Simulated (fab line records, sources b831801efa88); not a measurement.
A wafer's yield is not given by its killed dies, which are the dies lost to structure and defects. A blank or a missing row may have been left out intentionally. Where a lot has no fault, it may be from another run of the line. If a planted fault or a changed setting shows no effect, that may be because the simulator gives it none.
fab line records    flow sky130
record lots=5  wafers=15  last_day=50
route steps=708 shown LI_CONTACT@365 PAD_OPEN@708
lots with no fault: from the same line, run without faults
start_h: start of the lot's first displayed wafer, in hours after the record's first day    wait_h: hours from the lot's prior step to this one    " same as the row above    L1.1+2: a row that stands for several wafers    - no value present, or no start provided    * or withheld: withheld    < > ~ a bound
route shown NAME@n: a module of which the file shows steps, and the number in the route of the first    usual: mean/standard deviation of fault-free wafers    same: alike in all rows    chamber/n: place in a boat    sites: readings site by site    _std_site: standard deviation of those values    _edge_site: outer sites' mean less inner sites'    radius_mm: for every site, how far away it sits from the centre of the wafer    mask NAME#n: copy n    behind: the tool/chamber that last shaped the wafer    hold: cause of the lot's hold/its duration in hours/its outcome    device: the n, p or np transistor that did not switch    end of line: tests of these same wafers at the route's end    a step with no rows: only its recipe    killed: dies lost to structure and defects at the first sort, not the wafer's yield    map: dies across one wafer; x = killed, . = not, _ = none there
set.NAME: the setting that was run; set.NAME@STEP: the one run at that earlier step    model.NAME: the simulator's own value behind a step, which no gauge read
lots at some steps of the route; a table a step, a row a wafer
services: from which hour (start_h, from the record's first day; less than 0 if before it) a tool's chamber was out of use, for how many hours, and why
## steps
# step SKY_LI_CONTACT_BOW_MEAS_03
# recipe mode=bow
# usual LI_CONTACT_BOW=55/6.6
lot.wafer  tool           chamber  start_h  wait_h  LI_CONTACT_BOW[um]
L598.1     film_metro-03  -        661.26   0.2     66
L598.5     "              -        "        "       51
L598.6     "              -        "        "       50
L606.2     film_metro-04  -        740.24   0.3     55
L606.3     "              -        "        "       56
L606.4     "              -        "        "       55
L614.1     film_metro-01  -        792.61   0.1     63
L614.3     "              -        "        "       53
L614.5     "              -        "        "       43
L615.3     film_metro-03  -        800.35   0.3     58
L615.5     "              -        "        "       71
L615.6     "              -        "        "       43
L619.2     film_metro-03  -        828.00   0.2     49
L619.3     "              -        "        "       63
L619.4     "              -        "        "       62
# step SKY_LI_CONTACT_DEHYDRATE_04
# recipe temp_c=200  time_s=60
# step SKY_LI_CONTACT_HMDS_05
# recipe prime_time_s=60  prime_temp_c=120
# step SKY_LI_CONTACT_COAT_06
# recipe resist=BARC  temp_c=withheld  time_s=withheld  spin_rpm=3000  resist_thk_nm=60
# step SKY_LI_CONTACT_COAT_07
# recipe resist=KrF-thick  spin_rpm=3000  resist_thk_nm=450
# step SKY_LI_CONTACT_SOFTBAKE_08
# recipe temp_c=100  time_s=90  resist=KrF-thick
# step SKY_LI_CONTACT_EXPOSE_09
# recipe mask_id=LICM1  na=0.8  source_shape=annular  sigma_inner=0.55  sigma_outer=0.85  target_cd_nm=170  dose_mj=38
# step SKY_LI_CONTACT_PEB_10
# recipe peb_temp_c=withheld  peb_time_s=withheld  resist=KrF-thick
# step SKY_LI_CONTACT_DEVELOP_11
# recipe develop_time_s=60  resist=KrF-thick  dev_temp_c=22.17
# step SKY_LI_CONTACT_CD_MEAS_12
# recipe target_cd_nm=170
# usual cd_nm=169.7/1.7
lot.wafer  tool       chamber  start_h  wait_h  cd_nm
L598.1     cd_sem-02  -        690.45   -       168.4
L598.5     "          -        "        "       169.0
L598.6     "          -        "        "       168.5
L606.2     cd_sem-01  -        768.30   -       168.9
L606.3     "          -        "        "       169.2
L606.4     "          -        "        "       168.0
L614.1     cd_sem-02  -        819.65   -       170.3
L614.3     "          -        "        "       171.0
L614.5     "          -        "        "       171.5
L615.3     cd_sem-01  -        827.27   -       170.0
L615.5     "          -        "        "       169.8
L615.6     "          -        "        "       168.6
L619.2     cd_sem-01  -        854.35   -       170.1
L619.3     "          -        "        "       170.6
L619.4     "          -        "        "       170.6
# step SKY_LI_CONTACT_OVL_MEAS_13
# usual LI_CONTACT_OVL=-1/5.6
lot.wafer  tool        chamber  start_h  wait_h  LI_CONTACT_OVL[nm]
L598.1     overlay-01  -        690.57   0.1     -4
L598.5     "           -        "        "       -11
L598.6     "           -        "        "       -2
L606.2     overlay-01  -        768.41   0.1     -1
L606.3     "           -        "        "       2
L606.4     "           -        "        "       3
L614.1     overlay-02  -        819.77   0.1     -3
L614.3     "           -        "        "       2
L614.5     "           -        "        "       0
L615.3     overlay-02  -        827.36   0.1     -1
L615.5     "           -        "        "       1
L615.6     "           -        "        "       0
L619.2     overlay-01  -        854.46   0.1     -2
L619.3     "           -        "        "       -5
L619.4     "           -        "        "       3
# step SKY_LI_CONTACT_ETCH_14
# recipe chemistry=N2/H2  target=BARC  ion_energy_ev=200  source_w=500  bias_w=100  pressure_mtorr=30  n2_flow_sccm=100  h2_flow_sccm=200  stop_on=SiO2  time_s=45.9  target_depth_a=600
# usual drypump_motor_current_A=5.8/0.43  oes_product_au=0.855/0.0045  rf_fwd_power_W=494.9/2  throttle_valve_pct=13.225/0.0093
# same time_s=45.9
lot.wafer  tool         chamber  start_h  wait_h  drypump_motor_current_A  oes_product_au  rf_fwd_power_W  rf_hours_counter_h  throttle_valve_pct
L598.1     rie_diel-04  3        690.61   0.0     5.9                      0.858           495.9           1                   13.213
L598.5     "            3        "        "       5.9                      0.854           498.4           -                   13.241
L598.6     "            0        "        "       5.7                      0.855           498.4           -                   13.237
L606.2     rie_diel-01  3        768.44   0.0     5.1                      0.860           494.8           2                   13.213
L606.3     "            0        "        "       5.3                      0.860           491.0           5                   13.221
L606.4     "            1        "        "       5.3                      0.851           493.9           12                  13.215
L614.1     rie_diel-02  1        819.81   0.0     5.5                      0.851           494.7           7                   13.229
L614.3     "            0        "        "       6.3                      0.854           497.6           9                   13.229
L614.5     "            2        "        "       5.3                      0.855           493.5           -                   13.222
L615.3     rie_diel-04  2        827.38   0.0     6.3                      0.858           492.1           13                  13.220
L615.5     "            1        "        "       6.3                      0.857           492.4           -                   13.205
L615.6     "            0        "        "       5.7                      0.847           497.3           -                   13.224
L619.2     rie_diel-01  3        854.49   0.0     5.1                      0.853           497.7           4                   13.212
L619.3     "            1        "        "       5.3                      0.855           493.0           13                  13.229
L619.4     "            2        "        "       6.4                      0.854           495.5           7                   13.232
# step SKY_LI_CONTACT_ETCH_15
# recipe target=PSG  chemistry=C4F8/O2/Ar  stop_on=Si  taper_deg=4.15  mask_material=KrF-thick  source_w=1500  bias_w=1200  pressure_mtorr=40  c4f8_flow_sccm=withheld  O2_flow_sccm=6  Ar_flow_sccm=300  time_s=withheld  target_depth_a=6000
# usual oes_product_au=0.836/0.0047  rf_fwd_power_W=1493/4.5
lot.wafer  tool         chamber  start_h  wait_h  oes_product_au  rf_fwd_power_W  model.etch.depth_nm  model.LI_CONTACT.feature_depth_nm  model.KrF-thick_of_LI_CONTACT_COAT_07.thk_nm
L598.1     rie_diel-04  3        690.65   0.0     0.835           1490            596.5                596.6                              236.3
L598.5     "            3        "        "       0.834           1490            596.9                596.9                              236.7
L598.6     "            0        "        "       0.839           1492            595.1                595.1                              228.8
L606.2     rie_diel-01  3        768.48   0.0     0.832           1491            594.8                594.8                              225.7
L606.3     "            0        "        "       0.757           1496            498.8                498.8                              294.2
L606.4     "            1        "        "       0.836           1488            596.4                596.4                              228.4
L614.1     rie_diel-02  1        819.85   0.0     0.843           1494            595.3                595.3                              235
L614.3     "            0        "        "       0.833           1494            593.7                593.7                              227
L614.5     "            2        "        "       0.836           1490            595                  595                                238.1
L615.3     rie_diel-04  2        827.43   0.0     0.836           1488            598.3                598.3                              238
L615.5     "            1        "        "       0.844           1488            597.2                597.2                              227.9
L615.6     "            0        "        "       0.838           1498            597                  597                                228.7
L619.2     rie_diel-01  3        854.53   0.0     0.840           1492            598.6                598.6                              228.5
L619.3     "            1        "        "       0.843           1497            597.7                597.7                              232.1
L619.4     "            2        "        "       0.830           1496            595.5                595.5                              231.8
# step SKY_LI_CONTACT_STRIP_16
# recipe chemistry=O2/N2  power_w=1400  pressure_mtorr=1500  platen_temp_c=withheld  o2_flow_sccm=3000  n2_flow_sccm=300  overash_fraction=0.5
# usual drypump_motor_current_A=5.7/0.45  oes_product_au=0.376/0.0051  strip_time_to_endpoint_s=3.51/0.042
lot.wafer  tool             chamber  start_h  wait_h  drypump_motor_current_A  oes_product_au  rf_hours_counter_h  strip_time_to_endpoint_s
L598.1     plasma_asher-01  0        690.74   -       6.3                      0.385           96                  3.54
L598.5     "                0        "        "       6.3                      0.375           -                   3.56
L598.6     "                1        "        "       5.4                      0.374           -                   3.47
L606.2     plasma_asher-01  1        768.56   -       5.4                      0.378           2                   3.46
L606.3     "                0        "        "       6.3                      0.403           -                   4.16
L606.4     "                1        "        "       5.4                      0.372           -                   3.47
L614.1     plasma_asher-03  0        819.94   -       5.1                      0.378           104                 3.54
L614.3     "                0        "        "       5.0                      0.363           -                   3.46
L614.5     "                0        "        "       5.1                      0.379           -                   3.56
L615.3     plasma_asher-01  0        827.54   -       6.4                      0.388           -                   3.57
L615.5     "                1        "        "       5.4                      0.374           -                   3.47
L615.6     "                0        "        "       6.4                      0.370           -                   3.47
L619.2     plasma_asher-01  0        854.61   -       6.3                      0.380           11                  3.45
L619.3     "                1        "        "       5.4                      0.373           -                   3.50
L619.4     "                0        "        "       6.3                      0.375           -                   3.51
# step SKY_LI_CONTACT_CLEAN_17
# recipe chemistry=NMP  time_s=600  temp_c=60  dry=n2_spin
# step SKY_PAD_OPEN_PROBE_99
# usual killed_at_M0_to_M3=43/7.5  killed_at_M4_up=3.2/1.9  killed_at_contacts=24/4.9  killed_at_front_end=15/4.3  killed_at_other=0.4/0.72  killed_dies=86/9.1  killed_on_rim=17/3.8  killed_open=47/6.5  killed_short=39/6.5
# same gross_dies=492  killed_at_back_side=0
lot.wafer  tool       chamber  start_h  wait_h  killed_at_M0_to_M3  killed_at_M4_up  killed_at_contacts  killed_at_front_end  killed_at_other  killed_dies  killed_on_rim  killed_open  killed_short
L598.1     prober-01  -        1092.21  0.1     53                  6                18                  16                   1                94           22             44           50
L598.5     prober-01  -        1092.41  0.2     51                  6                18                  12                   0                87           20             47           40
L598.6     prober-01  -        1092.46  0.2     59                  8                17                  6                    0                90           23             55           35
L606.2     prober-01  -        1148.83  0.1     44                  2                28                  14                   0                88           22             56           32
L606.3     prober-01  -        1148.88  0.2     42                  1                426                 23                   0                492          96             42           40
L606.4     prober-01  -        1148.93  0.2     62                  2                27                  19                   0                110          25             55           55
L614.1     prober-01  -        1184.15  0.1     41                  1                36                  21                   0                99           19             57           42
L614.3     prober-01  -        1184.25  0.2     40                  6                36                  15                   0                97           21             51           45
L614.5     prober-01  -        1184.35  0.2     47                  7                21                  19                   1                95           20             41           49
L615.3     prober-02  -        1188.42  0.2     50                  3                20                  12                   1                86           16             54           32
L615.5     prober-02  -        1188.52  0.2     40                  2                28                  15                   0                85           22             42           43
L615.6     prober-02  -        1188.57  0.2     43                  3                21                  18                   0                85           14             44           41
L619.2     prober-02  -        1206.44  0.1     38                  1                28                  13                   0                80           10             42           37
L619.3     prober-02  -        1206.49  0.2     29                  2                36                  10                   1                78           10             42           35
L619.4     prober-02  -        1206.54  0.2     34                  4                25                  15                   1                79           24             49           29
# killed by level:class
L598.1 VIA1:geometric_particle:open=10 METAL1:geometric_particle:short=9 CONTACT:geometric_particle:open=6 METAL2:geometric_particle:short=6 VIA2:geometric_particle:short=6 LI_CONTACT:geometric_particle:open=5 VIA2:geometric_particle:open=5 CONTACT:geometric_particle:short=4
L598.5 METAL1:geometric_particle:short=10 VIA2:geometric_particle:open=10 VIA1:geometric_particle:open=8 LI_CONTACT:geometric_particle:open=6 CONTACT:geometric_particle:open=6 VIA3:geometric_particle:open=6 METAL4:geometric_particle:short=5 FIELD_ISO:geometric_particle:open=4
L598.6 VIA1:geometric_particle:open=19 METAL1:geometric_particle:short=11 VIA3:geometric_particle:open=8 VIA2:geometric_particle:open=7 LI_CONTACT:geometric_particle:open=6 CONTACT:geometric_particle:open=6 METAL4:geometric_particle:short=5 LI_CONTACT:geometric_particle:short=4
L606.2 CONTACT:geometric_particle:open=12 VIA1:geometric_particle:open=12 VIA2:geometric_particle:open=8 METAL2:geometric_particle:short=8 VIA1:geometric_particle:short=6 LI_CONTACT:geometric_particle:open=5 LOCAL_INTERCONNECT:geometric_particle:short=4 VIA3:geometric_particle:open=4
L606.3 LI_CONTACT:area_etch=408 VIA3:geometric_particle:open=10 FIELD_ISO:geometric_particle:open=7 METAL1:geometric_particle:short=6 CONTACT:geometric_particle:open=6 METAL2:geometric_particle:short=6 CONTACT:geometric_particle:short=5 POLY_GATE:geometric_particle:open=4
L606.4 VIA1:geometric_particle:open=18 CONTACT:geometric_particle:open=10 VIA1:geometric_particle:short=8 LOCAL_INTERCONNECT:geometric_particle:short=7 METAL2:geometric_particle:short=7 VIA3:geometric_particle:open=7 VIA2:geometric_particle:open=6 VIA3:geometric_particle:short=6
L614.1 LI_CONTACT:geometric_particle:open=12 CONTACT:geometric_particle:open=11 FIELD_ISO:geometric_particle:open=9 METAL2:geometric_particle:short=8 VIA2:geometric_particle:open=8 LOCAL_INTERCONNECT:geometric_particle:short=6 VIA1:geometric_particle:open=6 CONTACT:geometric_particle:short=4
L614.3 CONTACT:geometric_particle:open=15 LI_CONTACT:geometric_particle:open=7 METAL2:geometric_particle:short=7 LOCAL_INTERCONNECT:geometric_particle:short=6 VIA1:geometric_particle:short=6 VIA2:geometric_particle:open=5 POLY_GATE:geometric_particle:open=4 METAL2:geometric_particle:open=4
L614.5 METAL1:geometric_particle:short=7 FIELD_ISO:geometric_particle:short=6 VIA2:geometric_particle:open=6 VIA3:geometric_particle:open=6 FIELD_ISO:geometric_particle:open=5 LOCAL_INTERCONNECT:geometric_particle:short=5 CONTACT:geometric_particle:short=5 VIA1:geometric_particle:open=5
L615.3 VIA1:geometric_particle:open=12 CONTACT:geometric_particle:open=9 VIA3:geometric_particle:open=7 VIA2:geometric_particle:open=7 POLY_GATE:geometric_particle:open=4 VIA1:geometric_particle:short=4 METAL2:geometric_particle:short=4 FIELD_ISO:geometric_particle:open=3
L615.5 LI_CONTACT:geometric_particle:open=8 LI_CONTACT:geometric_particle:short=7 METAL1:geometric_particle:short=7 CONTACT:geometric_particle:open=7 VIA1:geometric_particle:open=6 VIA2:geometric_particle:open=6 FIELD_ISO:geometric_particle:short=5 VIA3:geometric_particle:open=5
L615.6 VIA1:geometric_particle:open=10 CONTACT:geometric_particle:open=9 FIELD_ISO:geometric_particle:short=8 LI_CONTACT:geometric_particle:open=7 METAL2:geometric_particle:short=6 LOCAL_INTERCONNECT:geometric_particle:short=5 VIA2:geometric_particle:open=5 POLY_GATE:geometric_particle:short=4
L619.2 LI_CONTACT:geometric_particle:open=12 VIA1:geometric_particle:open=9 CONTACT:geometric_particle:open=5 VIA1:geometric_particle:short=5 VIA2:geometric_particle:short=5 FIELD_ISO:geometric_particle:short=4 METAL1:geometric_particle:open=4 VIA3:geometric_particle:open=4
L619.3 LI_CONTACT:geometric_particle:open=10 CONTACT:geometric_particle:open=7 CONTACT:geometric_particle:short=6 LOCAL_INTERCONNECT:geometric_particle:short=6 VIA2:geometric_particle:open=6 VIA3:geometric_particle:open=6 LI_CONTACT:geometric_particle:short=4 VIA1:geometric_particle:short=4
L619.4 VIA1:geometric_particle:open=11 LI_CONTACT:geometric_particle:open=8 CONTACT:geometric_particle:open=7 VIA2:geometric_particle:open=6 FIELD_ISO:geometric_particle:open=5 CONTACT:geometric_particle:short=5 FIELD_ISO:geometric_particle:short=4 VIA1:geometric_particle:short=4
# map L606.3 (x killed, . not)
__________xxxxxxxxxx_________
________xxxxxxxxxxxxxx_______
______xxxxxxxxxxxxxxxxxx_____
_____xxxxxxxxxxxxxxxxxxxx____
____xxxxxxxxxxxxxxxxxxxxxx___
___xxxxxxxxxxxxxxxxxxxxxxxx__
__xxxxxxxxxxxxxxxxxxxxxxxxxx_
_xxxxxxxxxxxxxxxxxxxxxxxxxxxx
_xxxxxxxxxxxxxxxxxxxxxxxxxxxx
_xxxxxxxxxxxxxxxxxxxxxxxxxxxx
_xxxxxxxxxxxxxxxxxxxxxxxxxxxx
_xxxxxxxxxxxxxxxxxxxxxxxxxxxx
_xxxxxxxxxxxxxxxxxxxxxxxxxxxx
_xxxxxxxxxxxxxxxxxxxxxxxxxxxx
_xxxxxxxxxxxxxxxxxxxxxxxxxxxx
__xxxxxxxxxxxxxxxxxxxxxxxxxx_
___xxxxxxxxxxxxxxxxxxxxxxxx__
____xxxxxxxxxxxxxxxxxxxxxx___
_____xxxxxxxxxxxxxxxxxxxx____
______xxxxxxxxxxxxxxxxxx_____
________xxxxxxxxxxxxxx_______
__________xxxxxxxxxx_________
# map L619.2 (x killed, . not)
__________.........._________
________.....x.xxx...._______
______...x..........x.x._____
_____.................x..____
____....x..xx.............___
___........xx..xxx.........__
__..................x......._
_x..x....x....x.x..x.........
_.....x........xx.....x..x...
_.x....xx....x...x......x....
_.......xx.....x......xx.....
_...x........x...x.x.........
_.............x..x........x..
_......x....................x
_....xx..x.......x.......x...
__x..x....xx......x......x.._
___......x.x.x.......x.x..x__
____......x..x....x.x.xx..___
_____..........x.....x...____
______x.......x........._____
________.x......x....._______
__________....xx...x_________
## services
tool             chamber  start_h  hours  kind
rie_diel-01      1        682.95   7.0    repair
rie_diel-02      -        684.26   0.7    repair
rie_diel-01      0        691.87   13.1   repair
plasma_asher-01  -        710.02   0.7    repair
rie_diel-04      1        717.81   20.0   repair
plasma_asher-01  -        733.75   9.0    pm
plasma_asher-01  0        733.75   9.0    vent_cycle
plasma_asher-01  1        733.75   9.0    vent_cycle
plasma_asher-01  0        742.75   -      clean
plasma_asher-01  1        742.75   -      clean
rie_diel-02      1        748.85   5.5    repair
rie_diel-01      2        749.95   4.3    repair
rie_diel-01      2        755.38   8.4    repair
rie_diel-01      1        770.89   16.7   repair
rie_diel-02      -        816.25   2.8    pm
## key
first_sign step=SKY_LI_CONTACT_ETCH_15  reading=oes_product_au  direction=down  sigmas=17  usual=0.836  struck=0.757
effect step=SKY_LI_CONTACT_STRIP_16  reading=strip_time_to_endpoint_s  direction=up  sigmas=15  usual=*  struck=*
effect step=SKY_PAD_OPEN_PROBE_99  reading=killed_at_contacts  direction=up  sigmas=81  usual=24  struck=426
model_effect step=SKY_LI_CONTACT_ETCH_15  value=etch.depth_nm  without=594.2  struck=498.8
more_kills_born_at SKY_LI_CONTACT_ETCH_15@rie_diel-01=408
met_at SKY_LI_CONTACT_ETCH_15
struck_wafers L606.3
later_rows_left_out L606.3
tester_left_out L606
fault kind=process_parameter_drift  tool=rie_diel-01  chamber=0  onset_h=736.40  steps=SKY_LI_CONTACT_ETCH_15  channel=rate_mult  offset=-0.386  shape=step  end_h=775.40
# tester_left_out: of these lots the tester's yield and bins aren't shown, on N5 and GAA mostly nor the transistor test; their killed dies are dies lost to structure and defects alone, not to doping, threshold or leakage, so they don't give the yield
# later_rows_left_out: the simulator's readings of these wafers behind a module that went badly wrong aren't trusted and aren't shown, but for the sort
